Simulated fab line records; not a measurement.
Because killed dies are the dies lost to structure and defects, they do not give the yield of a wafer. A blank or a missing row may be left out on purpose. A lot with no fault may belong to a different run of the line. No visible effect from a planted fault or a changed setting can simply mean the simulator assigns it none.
Struck lot and sound lot, side by side + flow gf180mcu + 25 out of 602 route steps
Sound: wafers L673.2, L673.3, L673.5. Struck: wafer L690.3. (L690.4 of the same lot was not struck and is left out.) The cause comes at the end.
Each step with rows lists, per side, the tool, then ch with its chambers, then its first start. Under that, the readings that differ: sound wafers + struck wafers + difference of the means + sigmas: that difference in standard deviations of wafers without a fault.
alike: words and numbers the same on both sides, and readings whose means are apart by under 2 such deviations; not compared: readings that were withheld, readings missing a value for some wafer, numbers with overlapping values and no deviation given by the record, and bounds like >300 which may hide the same value.
A row with sigmas, a row that says differs or no value, or rows on one side alone: a step with any of these is where the two part. Non-overlapping numbers with no deviation appear without sigmas and do not part them. A reading missing from all wafers of one side parts the sides only when that side holds two or more wafers.

first, 5 steps without rows for these wafers: GF_HV_LDD_COAT_14 (resist thk 1000 nm); GF_HV_LDD_SOFTBAKE_15 (time 60 s); GF_HV_LDD_EXPOSE_16 (exposes mask Pplus LV AREA, target cd 400 nm); GF_HV_LDD_PEB_17; GF_HV_LDD_DEVELOP_18 (develop time 60 s).
GF_HV_LDD_CD_MEAS_19: target cd 400 nm.
  sound: cd_sem-01 at day 12 07:22; struck: cd_sem-02 at day 17 12:47
  alike: cd_nm
GF_HV_LDD_OVL_MEAS_20:
  sound: overlay-01 at day 12 07:28; struck: overlay-02 at day 17 12:53
  alike: HV_LDD_01_OVL
then, 1 step without rows for these wafers: GF_HV_LDD_IMPLANT_21.
GF_HV_LDD_STRIP_22: strips in O2/N2.
  sound on plasma_asher-02 ch 0,1, day 12 07:39; struck on plasma_asher-01 ch 1, day 17 13:05
  alike: drypump_motor_current_A, heater_power_w, oes_product_au, strip_time_to_endpoint_s
  not compared: rf_hours_counter_h
GF_HV_LDD_TW_MEAS_23:
  sound: film_metro-04 at day 12 07:46; struck: film_metro-02 at day 17 13:11
| reading     | sound          | struck | difference | sigmas |
|-------------|----------------|--------|------------|--------|
| HV_LDD_2_TW | 1067 1064 1065 | 1035   | -30        | -3     |
then, 2 steps without rows for these wafers: GF_HV_LDD_DEHYDRATE_24 (time 60 s); GF_HV_LDD_HMDS_25 (prime time 60 s).
GF_HV_LDD_COAT_26: resist thk 1000 nm.
  sound on litho_track-04 ch 0, day 12 17:41; struck on litho_track-03 ch 0, day 18 00:45
| reading                                     | sound            | struck | difference | sigmas |
|---------------------------------------------|------------------|--------|------------|--------|
| dispense_pressure_kPa (kPa)                 | 48 48 48         | 57     | +9         | +2     |
| model.NOVOLAK_of_HV_LDD_COAT_26.thk_nm (nm) | 1001 996.1 994.9 | 978.3  | -19.0      |        |
then, 3 steps without rows for these wafers: GF_HV_LDD_SOFTBAKE_27 (time 60 s); GF_HV_LDD_EXPOSE_28 (exposes mask Nplus HV AREA, target cd 400 nm); GF_HV_LDD_PEB_29.
GF_HV_LDD_DEVELOP_30: develop time 60 s.
  sound on litho_track-03 ch 0, day 13 03:25; struck on litho_track-04 ch 0, day 18 12:30
| reading                                     | sound            | struck | difference | sigmas |
|---------------------------------------------|------------------|--------|------------|--------|
| model.NOVOLAK_of_HV_LDD_COAT_26.thk_nm (nm) | 1000 995.7 994.5 | 977.9  | -18.8      |        |
GF_HV_LDD_CD_MEAS_31: target cd 400 nm.
  sound: cd_sem-01 at day 13 03:34; struck: cd_sem-02 at day 18 12:44
  alike: cd_nm
GF_HV_LDD_OVL_MEAS_32:
  sound: overlay-02 at day 13 03:41; struck: overlay-01 at day 18 12:50
  alike: HV_LDD_02_OVL
then, 4 steps without rows for these wafers: GF_HV_LDD_IMPLANT_33; GF_HV_LDD_IMPLANT_34; GF_HV_LDD_IMPLANT_35; GF_HV_LDD_IMPLANT_36.
GF_HV_LDD_STRIP_37: strips in O2/N2.
  sound on plasma_asher-01 ch 0,1, day 13 04:19; struck on plasma_asher-01 ch 1, day 18 13:29
| reading                      | sound             | struck | difference | sigmas |
|------------------------------|-------------------|--------|------------|--------|
| strip_time_to_endpoint_s (s) | 12.64 12.57 12.56 | 12.39  | -0.20      | -6     |
  alike: drypump_motor_current_A, heater_power_w, oes_product_au
  not compared: rf_hours_counter_h
GF_HV_LDD_TW_MEAS_38:
  sound: film_metro-02 at day 13 04:25; struck: film_metro-03 at day 18 13:35
  alike: HV_LDD_3_TW

## WHERE THEY PART
Earliest at GF_HV_LDD_TW_MEAS_23; latest, in this record, at GF_HV_LDD_STRIP_37. Later steps at which nothing parts them and some readings are alike: GF_HV_LDD_TW_MEAS_38.

WHY: whatever the simulator had introduced
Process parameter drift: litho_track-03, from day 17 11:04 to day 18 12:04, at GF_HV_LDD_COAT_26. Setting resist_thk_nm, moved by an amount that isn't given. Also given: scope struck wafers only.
